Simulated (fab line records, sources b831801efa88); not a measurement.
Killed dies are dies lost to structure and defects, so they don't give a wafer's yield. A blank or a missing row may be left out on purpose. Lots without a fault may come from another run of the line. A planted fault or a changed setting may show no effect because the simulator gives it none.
Which tool did it? | flow sky130 | 6 lots, 18 wafers sampled, at 4 steps of a route of 708

WHAT THE GAUGES READ, wafer by wafer
SKY_METAL5_RS_MEAS_05: measures by four-point-probe.
lot  | measured     | on            | METAL5_ALCU_RS (ohm/sq)
L542 | day 43 06:20 | film_metro-02 | 0.0279 0.0278 0.0281
L544 | day 43 18:12 | film_metro-04 | 0.0279 0.0277 0.0279
L548 | day 45 09:36 | film_metro-02 | 0.0278 0.0276 0.0275
L550 | day 46 08:51 | film_metro-04 | 0.0284 0.0281 0.0283
L552 | day 46 15:37 | film_metro-04 | 0.0278 0.0280 0.0279
L561 | day 48 04:37 | film_metro-02 | 0.0285 0.0283 0.0283

WHICH TOOL RAN EACH LOT (tool, then ch and the chambers of the sampled wafers, then the start)
lot  | SKY_LDD_P_STRIP_10                   | SKY_METAL4_SPUTTER_01        | SKY_CAP2M_CVD_00
L542 | plasma_asher-02 ch 0,1, day 19 13:54 | pvd_sputter-04, day 40 04:10 | pecvd-01 ch 0,1, day 40 04:18
L544 | plasma_asher-01 ch 0,1, day 20 08:52 | pvd_sputter-04, day 40 16:58 | pecvd-01 ch 0,2, day 40 17:05
L548 | plasma_asher-03 ch 0,1, day 22 11:59 | pvd_sputter-02, day 42 10:01 | pecvd-01 ch 0,1,2, day 42 10:10
L550 | plasma_asher-02 ch 0,1, day 23 18:07 | pvd_sputter-01, day 43 11:19 | pecvd-03 ch 0,1, day 43 11:26
L552 | plasma_asher-02 ch 0,1, day 24 11:19 | pvd_sputter-01, day 43 20:02 | pecvd-03 ch 0,1,2, day 43 20:10
L561 | plasma_asher-03 ch 0,1, day 26 14:41 | pvd_sputter-02, day 45 12:48 | pecvd-01 ch 0,1, day 45 12:56
- SKY_LDD_P_STRIP_10: strips in O2/N2.
- SKY_METAL4_SPUTTER_01: material TiN, target thk 20 nm, time 16.7 s.
- SKY_CAP2M_CVD_00: deposits SiO2, target thk 15.5 nm.

THE ANSWER, worked out from the rows above alone
Rule: what is usual is taken from the lots themselves. Put in order of their means at a reading, lots are off if they are a third of the lots or fewer, leave a main group of 4 or more, and stand apart from it by a gap of 3 or more times the standard deviation of the main group's means; of several such gaps the widest counts. A main group whose means are all the same, to the digits that the tables above print for the reading, isn't used. A lot without any number at a reading at which 4 lots or more have one is off too. The other lots that the step has rows for count as sound.
No lot is off at any reading shown: from this, nothing can be told.

WHAT THE SIMULATOR HAD PUT IN
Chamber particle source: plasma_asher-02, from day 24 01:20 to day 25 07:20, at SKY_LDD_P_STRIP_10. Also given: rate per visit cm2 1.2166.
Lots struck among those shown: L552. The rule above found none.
